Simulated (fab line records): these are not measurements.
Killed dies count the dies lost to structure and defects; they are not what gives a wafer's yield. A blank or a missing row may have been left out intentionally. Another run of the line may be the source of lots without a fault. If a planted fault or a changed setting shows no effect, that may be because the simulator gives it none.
fab line records    flow gf180mcu
record: lots: 13  wafers: 39  last_day: 33
route steps=602 shown VT_IMPLANT@132 DUAL_GATE@144 POLY_GATE@167 HV_LDD@211
lots untouched by any fault: they come from a run of this same line in which no faults occurred
start_h: the number of hours between the record's first day and the start of the first shown wafer of the lot    wait_h: time in hours since the lot's previous step    " the same as in the row above    L1.1+2: a row that stands for several wafers    - no value, or no start given    * or withheld: withheld    < > ~ a bound
route shown NAME@n: a module of which the file shows steps, and the number in the route of the first    usual: the fault-free wafers' mean and standard deviation    same: alike in all rows    chamber/n: place in a boat    sites: readings site by site    _std_site: how widely they spread, as a standard deviation    _edge_site: mean of outer sites minus mean of inner sites    radius_mm: how far each site lies from the wafer's centre    mask NAME#n: copy n    behind: tool/chamber where the wafer was last shaped    hold: the reason the lot was held/the length of the hold in hours/how it ended    device: names the non-switching transistor (n, p or np)    end of line: the route-end tests of the same wafers    for a step that has no rows: nothing shown but its recipe    killed: dies lost to structure and defects at the first sort, not the wafer's yield    map: a wafer's dies, marking killed ones x, the rest . and places with no die _
set.NAME: the run value of the setting; set.NAME@STEP: its run value at that earlier step    model.NAME: the simulator's own value behind a step, which no gauge read
steps of the route over a sample of lots; a table a step, a row a wafer
services: from which hour (start_h, from the record's first day; less than 0 if before it) a tool's chamber was out of use, for how many hours, and why
== steps ==
step: GF_VT_IMPLANT_STRIP_42
recipe: chemistry: O2/N2  power_w: 1400  pressure_mtorr: 1500  platen_temp_c: 250  o2_flow_sccm: 3000  n2_flow_sccm: 300  overash_fraction: 0.5
usual: drypump_motor_current_A: 5.40/0.3  heater_power_w: 313/24  o2_flow_sccm: 3000/9.6  oes_product_au: 0.716/0.0046  strip_time_to_endpoint_s: 12.63/0.037
lot.wafer  tool             chamber  start_h  wait_h  drypump_motor_current_A  heater_power_w  o2_flow_sccm  oes_product_au  rf_hours_counter_h  strip_time_to_endpoint_s
L311.1     plasma_asher-02  1        156.97   0.1     4.92                     351             2999          0.716           5                   12.65
L311.3     "                0        "        "       5.43                     285             3012          0.715           -                   12.62
L311.4     "                1        "        "       4.89                     355             2990          0.715           -                   12.65
L313.1     plasma_asher-02  0        170.02   0.1     5.45                     287             3010          0.714           6                   12.60
L313.3     "                1        "        "       4.93                     356             3021          0.713           -                   12.61
L313.6     "                1        "        "       4.92                     349             3016          0.726           -                   12.65
L314.3     plasma_asher-01  0        178.15   0.1     5.27                     315             2997          0.719           -                   12.69
L314.4     "                1        "        "       6.05                     309             3002          0.718           -                   12.63
L314.5     "                0        "        "       5.25                     319             2996          0.722           -                   12.67
L315.1     plasma_asher-01  0        185.05   0.1     5.24                     325             3019          0.716           54                  12.65
L315.4     "                0        "        "       5.23                     312             3003          0.720           -                   12.66
L315.6     "                0        "        "       5.24                     322             2986          0.716           -                   12.67
L316.2     plasma_asher-04  0        189.84   0.1     5.50                     318             2993          0.715           42                  12.71
L316.5     "                0        "        "       5.49                     322             3003          0.715           -                   12.67
L316.6     "                1        "        "       5.40                     290             3012          0.715           -                   12.68
L317.3     plasma_asher-02  1        197.95   0.1     4.93                     347             3014          0.713           -                   12.58
L317.5     "                1        "        "       4.93                     354             3010          0.719           -                   12.61
L317.6     "                0        "        "       5.47                     292             3001          0.712           -                   12.59
L319.1     plasma_asher-04  1        213.12   0.1     5.39                     284             2998          0.711           44                  12.58
L319.2     "                0        "        "       5.48                     323             2990          0.715           44                  12.53
L319.4     "                1        "        "       5.39                     290             2997          0.718           -                   12.60
L320.1     plasma_asher-01  1        218.49   0.1     6.04                     318             3012          0.721           57                  12.65
L320.3     "                1        "        "       6.07                     317             3019          0.719           -                   12.64
L320.6     "                0        "        "       5.25                     311             3015          0.712           -                   12.65
L322.3     plasma_asher-04  1        227.55   0.1     5.41                     288             3006          0.713           -                   12.58
L322.5     "                1        "        "       5.42                     285             3007          0.712           -                   12.60
L322.6     "                0        "        "       5.48                     325             2990          0.711           -                   12.58
L323.1     plasma_asher-04  0        235.84   0.1     5.48                     318             2992          0.719           47                  12.67
L323.2     "                1        "        "       5.43                     285             3005          0.715           47                  12.67
L323.6     "                0        "        "       5.49                     326             3005          0.723           -                   12.61
L324.3     plasma_asher-04  0        242.35   0.1     5.51                     324             2996          0.713           -                   12.59
L324.4     "                1        "        "       5.40                     292             3015          0.712           -                   12.64
L324.5     "                1        "        "       5.40                     285             2995          0.713           -                   12.58
L325.3     plasma_asher-04  1        257.25   0.1     5.40                     289             2992          0.717           -                   12.59
L325.5     "                0        "        "       5.49                     324             3008          0.720           -                   12.60
L325.6     "                1        "        "       5.38                     284             2999          0.717           -                   12.62
L326.2     plasma_asher-01  1        265.41   0.1     6.04                     309             3000          0.719           61                  12.57
L326.3     "                1        "        "       6.06                     314             2996          0.723           -                   12.66
L326.5     "                0        "        "       5.23                     318             2998          0.715           -                   12.62
step: GF_DUAL_GATE_THK_MEAS_03
recipe: reads: SiO2_of_DUAL_GATE_OXIDATION_02
usual: DUAL_GATE_OXIDATION_00_THK: 10.83/0.18
lot.wafer  tool           chamber  start_h  wait_h  DUAL_GATE_OXIDATION_00_THK[nm]
L311.1     film_metro-04  -        159.39   0.0     10.95
L311.3     "              -        "        "       10.86
L311.4     "              -        "        "       10.98
L313.1     film_metro-03  -        172.81   0.0     10.78
L313.3     "              -        "        "       10.75
L313.6     "              -        "        "       10.78
L314.3     film_metro-03  -        180.70   0.0     10.68
L314.4     "              -        "        "       10.62
L314.5     "              -        "        "       10.68
L315.1     film_metro-04  -        188.16   0.0     10.94
L315.4     "              -        "        "       10.90
L315.6     "              -        "        "       10.86
L316.2     film_metro-04  -        192.76   0.0     11.07
L316.5     "              -        "        "       11.14
L316.6     "              -        "        "       11.23
L317.3     film_metro-02  -        200.72   0.0     10.80
L317.5     "              -        "        "       10.64
L317.6     "              -        "        "       10.77
L319.1     film_metro-04  -        215.53   0.0     10.66
L319.2     "              -        "        "       10.68
L319.4     "              -        "        "       10.67
L320.1     film_metro-03  -        223.07   0.0     11.00
L320.3     "              -        "        "       11.11
L320.6     "              -        "        "       10.95
L322.3     film_metro-02  -        230.55   0.0     10.85
L322.5     "              -        "        "       10.87
L322.6     "              -        "        "       10.85
L323.1     film_metro-04  -        238.26   0.0     11.06
L323.2     "              -        "        "       10.88
L323.6     "              -        "        "       10.96
L324.3     film_metro-03  -        244.75   0.0     10.76
L324.4     "              -        "        "       10.82
L324.5     "              -        "        "       10.93
L325.3     film_metro-02  -        260.93   0.0     10.75
L325.5     "              -        "        "       10.73
L325.6     "              -        "        "       10.66
L326.2     film_metro-02  -        268.19   0.0     10.64
L326.3     "              -        "        "       10.43
L326.5     "              -        "        "       10.52
step: GF_POLY_GATE_CD_MEAS_10
recipe: target_cd_nm: 280
usual: cd_nm: 280.5/1.3
lot.wafer  tool       chamber  start_h  wait_h  cd_nm
L311.1     cd_sem-01  -        195.62   0.1     279.7
L311.3     "          -        "        "       279.2
L311.4     "          -        "        "       279.8
L313.1     cd_sem-01  -        209.88   0.1     283.4
L313.3     "          -        "        "       283.6
L313.6     "          -        "        "       283.2
L314.3     cd_sem-01  -        218.35   0.1     279.4
L314.4     "          -        "        "       279.2
L314.5     "          -        "        "       280.4
L315.1     cd_sem-02  -        227.15   0.2     280.3
L315.4     "          -        "        "       281.6
L315.6     "          -        "        "       282.0
L316.2     cd_sem-02  -        231.25   0.1     279.1
L316.5     "          -        "        "       279.3
L316.6     "          -        "        "       278.1
L317.3     cd_sem-02  -        240.02   0.1     278.6
L317.5     "          -        "        "       280.4
L317.6     "          -        "        "       278.7
L319.1     cd_sem-02  -        254.92   0.1     279.3
L319.2     "          -        "        "       279.2
L319.4     "          -        "        "       278.5
L320.1     cd_sem-02  -        263.68   0.1     280.2
L320.3     "          -        "        "       280.2
L320.6     "          -        "        "       280.3
L322.3     cd_sem-01  -        271.61   0.1     280.9
L322.5     "          -        "        "       280.9
L322.6     "          -        "        "       280.9
L323.1     cd_sem-01  -        279.88   0.1     281.9
L323.2     "          -        "        "       281.6
L323.6     "          -        "        "       281.3
L324.3     cd_sem-01  -        286.67   0.1     279.4
L324.4     "          -        "        "       279.0
L324.5     "          -        "        "       278.6
L325.3     cd_sem-01  -        306.60   0.1     280.3
L325.5     "          -        "        "       280.1
L325.6     "          -        "        "       281.2
L326.2     cd_sem-01  -        311.20   0.1     282.3
L326.3     "          -        "        "       282.5
L326.5     "          -        "        "       282.6
step: GF_HV_LDD_IMPLANT_35
recipe: species: P  energy_kev: 60  dose_cm2: 7.5e+12  tilt_deg: 30  rotation_deg: 180
usual: implant_ion_amu: 31/0
lot.wafer  tool          chamber  start_h  wait_h  implant_ion_amu
L311.1     implanter-01  0        251.72   0.1     31
L311.3     "             0        "        "       31
L311.4     "             0        "        "       31
L313.1     implanter-01  0        268.72   0.1     31
L313.3     "             0        "        "       31
L313.6     "             0        "        "       31
L314.3     implanter-04  0        278.37   0.1     31
L314.4     "             0        "        "       31
L314.5     "             0        "        "       31
L315.1     implanter-01  0        287.19   0.1     31
L315.4     "             0        "        "       31
L315.6     "             0        "        "       31
L316.2     implanter-04  0        291.80   0.1     31
L316.5     "             0        "        "       31
L316.6     "             0        "        "       31
L317.3     implanter-01  0        302.24   0.1     31
L317.5     "             0        "        "       31
L317.6     "             0        "        "       31
L319.1     implanter-04  0        316.27   0.1     31
L319.2     "             0        "        "       31
L319.4     "             0        "        "       31
L320.1     implanter-01  0        326.17   0.1     31
L320.3     "             0        "        "       31
L320.6     "             0        "        "       31
L322.3     implanter-01  0        334.87   0.1     31
L322.5     "             0        "        "       31
L322.6     "             0        "        "       31
L323.1     implanter-04  0        345.51   0.1     75
L323.2     "             0        "        "       75
L323.6     "             0        "        "       75
L324.3     implanter-01  0        351.86   0.1     75
L324.4     "             0        "        "       75
L324.5     "             0        "        "       75
L325.3     implanter-04  0        374.37   0.1     75
L325.5     "             0        "        "       75
L325.6     "             0        "        "       75
L326.2     implanter-01  0        379.10   0.1     75
L326.3     "             0        "        "       75
L326.5     "             0        "        "       75
step: GF_HV_LDD_TW_MEAS_38
usual: HV_LDD_3_TW: 1439/7.9
lot.wafer  tool           chamber  start_h  wait_h  HV_LDD_3_TW
L311.1     film_metro-01  -        252.12   0.1     1434
L311.3     "              -        "        "       1435
L311.4     "              -        "        "       1428
L313.1     film_metro-02  -        269.12   0.1     1455
L313.3     "              -        "        "       1444
L313.6     "              -        "        "       1457
L314.3     film_metro-01  -        278.74   0.1     1438
L314.4     "              -        "        "       1427
L314.5     "              -        "        "       1432
L315.1     film_metro-03  -        287.59   0.1     1446
L315.4     "              -        "        "       1436
L315.6     "              -        "        "       1441
L316.2     film_metro-01  -        292.19   0.1     1446
L316.5     "              -        "        "       1455
L316.6     "              -        "        "       1448
L317.3     film_metro-02  -        302.61   0.1     1447
L317.5     "              -        "        "       1447
L317.6     "              -        "        "       1447
L319.1     film_metro-03  -        316.67   0.1     1428
L319.2     "              -        "        "       1421
L319.4     "              -        "        "       1427
L320.1     film_metro-02  -        326.57   0.1     1449
L320.3     "              -        "        "       1441
L320.6     "              -        "        "       1443
L322.3     film_metro-01  -        335.24   0.1     1440
L322.5     "              -        "        "       1444
L322.6     "              -        "        "       1447
L323.1     film_metro-01  -        345.91   0.1     1595
L323.2     "              -        "        "       1601
L323.6     "              -        "        "       1595
L324.3     film_metro-03  -        352.23   0.1     1601
L324.4     "              -        "        "       1600
L324.5     "              -        "        "       1597
L325.3     film_metro-03  -        374.74   0.1     1607
L325.5     "              -        "        "       1598
L325.6     "              -        "        "       1599
L326.2     film_metro-02  -        379.48   0.1     1596
L326.3     "              -        "        "       1594
L326.5     "              -        "        "       1597
== services ==
tool             chamber  start_h  hours  kind
implanter-04     -        149.77   6.3    pm
implanter-01     -        164.60   3.6    pm
implanter-01     -        172.70   3.8    pm
plasma_asher-04  -        175.22   4.3    pm
plasma_asher-02  -        192.34   2.3    repair
plasma_asher-01  -        219.10   9.4    repair
plasma_asher-02  -        245.63   2.0    repair
implanter-04     -        247.61   2.8    repair
plasma_asher-02  -        257.42   2.8    pm
plasma_asher-02  -        261.00   2.2    repair
plasma_asher-04  -        371.77   9.3    repair
== key ==
first_sign: step: GF_HV_LDD_IMPLANT_35  reading: implant_ion_amu  direction: up  sigmas: 99+  usual: 31  struck: 75
effect: step: GF_HV_LDD_TW_MEAS_38  reading: HV_LDD_3_TW  direction: up  sigmas: 20  usual: 1439  struck: 1598
met_at GF_HV_LDD_IMPLANT_35
struck_lots L323,L324,L325,L326
tester_left_out L323,L324,L325,L326
not_acting_at GF_VT_IMPLANT_STRIP_42,GF_DUAL_GATE_THK_MEAS_03,GF_POLY_GATE_CD_MEAS_10
onset_between 334.87 345.51
fault: kind: wrong_recipe_download  tool: implanter-01,implanter-03,implanter-04  chamber: -  onset_h: 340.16  steps: GF_HV_LDD_IMPLANT_35  wrong_recipe.not_listed: 1
tester_left_out: of these lots the tester's yield and bins aren't shown, on N5 and GAA mostly nor the transistor test; their killed dies are dies lost to structure and defects alone, not to doping, threshold or leakage, so they don't give the yield
